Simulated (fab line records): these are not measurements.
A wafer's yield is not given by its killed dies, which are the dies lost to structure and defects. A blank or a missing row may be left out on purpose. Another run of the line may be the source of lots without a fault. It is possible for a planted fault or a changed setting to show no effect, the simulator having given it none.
Chamber matching    flow sky130    SKY_CONTACT_ETCH_17 on rie diel-02: 4 sister chambers
The step etches SiO2 in C4F8/O2/Ar, stops on Si3N4, target depth 340 nm. 4 wafers are shown with their chamber, then 10 later ones without.

== WAFERS WITH THEIR CHAMBER ==
wafer   chamber  oes product au (a.u.)
L074.4  1        0.890
L089.2  3        0.886
L090.2  2        0.895
L090.4  0        0.890

== WAFERS WHOSE CHAMBER IS MISSING ==
wafer   oes product au (a.u.)
L090.5  0.899
L093.1  0.900
L093.3  0.897
L093.6  0.894
L094.1  0.889
L094.2  0.892
L094.3  0.894
L095.1  0.889
L095.4  0.899
L095.6  0.892

== WHICH CHAMBER EACH WENT THROUGH ==
wafer   from the rows above                in truth
L090.5  can't be placed: 2 or 0 or 1       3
L093.1  can't be placed: 2 or 0 or 1       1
L093.3  can't be placed: 2 or 0 or 1       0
L093.6  can't be placed: 2 or 0 or 1       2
L094.1  can't be placed: 0 or 1 or 3 or 2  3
L094.2  can't be placed: 0 or 1 or 2 or 3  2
L094.3  can't be placed: 2 or 0 or 1       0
L095.1  can't be placed: 0 or 1 or 3 or 2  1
L095.4  can't be placed: 2 or 0 or 1       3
L095.6  can't be placed: 0 or 1 or 2 or 3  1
0 of 10 placed correctly. Unplaceable from these rows: 10, with the true chamber sitting among the candidates in 8. Wrongly placed: 0.
How it was worked out, from the rows above alone: a wafer's distance from a chamber is the root of the sum, over the readings, of the square of ((its reading less the chamber's mean) divided by the reading's scatter). The wafer belongs to the nearest chamber; if the next one is less than 2 further off, it can't be placed. Each chamber's mean is taken over the wafers shown for it. The scatter (one wafer shown for each chamber): square how far every hidden wafer sits from the nearest shown wafer, average those squares and take the square root.
